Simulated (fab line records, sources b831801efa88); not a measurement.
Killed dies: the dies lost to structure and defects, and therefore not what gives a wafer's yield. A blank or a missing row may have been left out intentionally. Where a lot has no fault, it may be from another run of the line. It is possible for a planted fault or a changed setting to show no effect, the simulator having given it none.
Matching of chambers    flow gf180mcu    4 sister chambers for GF_V4_ETCH_16 on rie diel-04
The step etches BARC in N2/H2. 4 wafers are shown with their chamber, then 9 later ones without.

WAFERS, EACH WITH ITS CHAMBER
wafer   chamber  drypump motor current A (A)
L087.5  3        5.7
L094.2  0        5.7
L094.4  2        5.1
L094.6  1        5.2

WAFERS MISSING THEIR CHAMBER
wafer   drypump motor current A (A)
L095.2  5.1
L095.3  5.3
L095.4  5.7
L096.2  5.1
L096.3  5.3
L096.6  5.3
L097.4  5.1
L097.5  5.1
L097.6  5.3

EACH ONE'S CHAMBER
wafer   from the rows above      in truth
L095.2  can't be placed: 2 or 1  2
L095.3  can't be placed: 1 or 2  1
L095.4  can't be placed: 0 or 3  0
L096.2  can't be placed: 2 or 1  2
L096.3  can't be placed: 1 or 2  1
L096.6  can't be placed: 1 or 2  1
L097.4  can't be placed: 2 or 1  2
L097.5  can't be placed: 2 or 1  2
L097.6  can't be placed: 1 or 2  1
Placed correctly: 0 of 9. Can't be placed from these rows: 9 (the true chamber is among the candidates in 9). Number placed wrongly: 0.
How it was worked out, from the rows above alone: a wafer's distance from a chamber is the root of the sum, over the readings, of the square of ((its reading less the chamber's mean) divided by the reading's scatter). If the next closest chamber is less than 2 further off than the closest, the wafer can't be placed; otherwise it belongs to the closest. A chamber's mean is the mean of its shown wafers. The scatter: with one shown wafer a chamber, the root of the mean of the squares of how far each hidden wafer lies from its nearest shown one.
